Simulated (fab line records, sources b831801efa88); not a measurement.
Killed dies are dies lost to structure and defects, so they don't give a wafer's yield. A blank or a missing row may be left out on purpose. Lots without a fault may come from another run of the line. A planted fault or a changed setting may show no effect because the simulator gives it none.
Chamber matching | flow gf180mcu | GF_CONTACT_CMP_04 on cmp-02: 4 sister chambers
The step polishes SiO2. 8 wafers are shown with their chamber, then 8 later ones without.

WAFERS WITH THEIR CHAMBER
wafer  | chamber | motor_current_A (A) | time_to_endpoint_s (s)
L719.6 | 1       | 11.1                | 110
L726.1 | 1       | 10.7                | 114
L726.2 | 2       | 10.0                | 110
L726.4 | 3       | 12.2                | 110
L730.2 | 2       | 10.4                | 110
L730.3 | 3       | 12.1                | 98
L730.4 | 0       | 13.9                | 113
L734.1 | 0       | 14.1                | 109

WAFERS WITHOUT THEIR CHAMBER
wafer  | motor_current_A (A) | time_to_endpoint_s (s)
L734.2 | 11.1                | 99
L734.3 | 12.1                | 98
L739.1 | 11.0                | 102
L739.2 | 12.1                | 104
L739.6 | 10.6                | 113
L741.1 | 13.1                | 114
L741.3 | 10.7                | 98
L741.5 | 9.9                 | 113

WHICH CHAMBER EACH WENT THROUGH
wafer  | from the rows above     | in truth
L734.2 | can't be placed: 1 or 2 | 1
L734.3 | 3                       | 3
L739.1 | can't be placed: 1 or 2 | 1
L739.2 | 3                       | 3
L739.6 | can't be placed: 1 or 2 | 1
L741.1 | can't be placed: 0 or 3 | 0
L741.3 | can't be placed: 1 or 2 | 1
L741.5 | 2                       | 2
Placed correctly: 3 of 8. Can't be placed from these rows: 5 (the true chamber is among the candidates in 5). Placed wrongly: 0.
How it was worked out, from the rows above alone: a wafer's distance from a chamber is the root of the sum, over the readings, of the square of ((its reading less the chamber's mean) divided by the reading's scatter). The wafer belongs to the nearest chamber; if the next one is less than 2 further off, it can't be placed. A chamber's mean is the mean of its shown wafers. The scatter: the root of (the sum of the squares of (reading less its chamber's mean) over the shown wafers, divided by (wafers less chambers)).
